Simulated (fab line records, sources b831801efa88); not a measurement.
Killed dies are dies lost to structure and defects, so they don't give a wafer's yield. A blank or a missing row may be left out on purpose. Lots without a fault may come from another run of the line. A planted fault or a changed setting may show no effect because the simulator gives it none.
Problem report in the 8D (eight disciplines) form, filled by code | flow sky130 | the parts of the form that need people (team, actions taken, sign-off) are left out

1. THE PROBLEM
sort_bin_3_pad_short at SKY_PAD_OPEN_PROBE_99 reads a mean of 4.6 % on 6 wafers of 2 lots; wafers without a fault read 0.9 % with a standard deviation of 0.45. That is +8.2 standard deviations from the usual mean.
First seen on wafer L491.2, day 48 10:30, on prober-02. The record holds 16 wafers of 6 lots with a number at this step. Rule for "out", or "out of limits": more than 4 standard deviations from the usual mean. The other wafers with a number count as sound.

2. WHAT IT IS AND WHAT IT IS NOT
question                    | is                                       | is not
which readings at this step | sort_bin_3_pad_short, killed_at_M0_to_M3 | killed_at_M4_up, killed_at_front_end, killed_at_other
which lots                  | L491, L492                               | L482, L485, L496, L500
which wafers of those lots  | all that have a number                   | -
read on which tools         | prober-01, prober-02                     | -
when                        | from day 48 10:30                        | up to then (6 sound wafers); but 4 sound wafers of L496, L500 came after

3. SUSPECTS, AND WHAT RULES EACH OUT
Counting: a tool at a process step up to the reading stays a suspect if it ran every lot that is out and no sound lot after the first of them.
- wet_bench-02 at SKY_VIA3_CLEAN_19 (cleans in O3/DIW): kept. It ran every lot that is out, first L491 (day 42 21:53), and no sound lot after that; its last sound lot up to then is L485 (day 41 06:08).
Left after counting: wet_bench-02 at SKY_VIA3_CLEAN_19.

4. THE CAUSE (what the simulator had put in)
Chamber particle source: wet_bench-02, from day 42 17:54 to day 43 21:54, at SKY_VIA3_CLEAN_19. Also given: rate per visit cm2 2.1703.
Counting left only this tool.

5. THE CHAIN OF EFFECTS, in route order
Each row: a reading whose mean over the struck wafers that have a number lies more than 3 standard deviations from the usual. Only readings for which the record gives a usual standard deviation are gone through. hours: the time from each lot's start at the first step in this table that gives one to its start at this step, as a median over the lots. sigmas: the change in usual standard deviations.
hours | step                  | reading              | usual  | on struck wafers | change | sigmas
0     | SKY_PAD_OPEN_PROBE_99 | defect_limited_yield | 82.5 % | 73.2             | -9.3   | -5.5
0     | SKY_PAD_OPEN_PROBE_99 | killed_at_M0_to_M3   | 43     | 89               | +46    | +6.9
0     | SKY_PAD_OPEN_PROBE_99 | killed_dies          | 86     | 132              | +46    | +5.4
0     | SKY_PAD_OPEN_PROBE_99 | sort_bin_3_pad_short | 0.9 %  | 4.6              | +3.7   | +8.2
0     | SKY_PAD_OPEN_PROBE_99 | sort_bin_5_function  | 10.3 % | 15.6             | +5.3   | +3.3
0     | SKY_PAD_OPEN_PROBE_99 | sort_n_pass          | 406    | 360              | -46    | -5.4
0     | SKY_PAD_OPEN_PROBE_99 | sort_yield_pct       | 82.5 % | 73.2             | -9.3   | -5.5
The process steps in it:
- SKY_PAD_OPEN_PROBE_99

6. WHAT WOULD HAVE CAUGHT IT SOONER
In this record the first reading out of limits was taken at day 48 10:30, 137 hours after the fault began at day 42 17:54.
All the lots that are out (2) had begun SKY_VIA3_CLEAN_19 on wet_bench-02 by day 48 10:30. A hold on the tool at that time would have spared none of them.
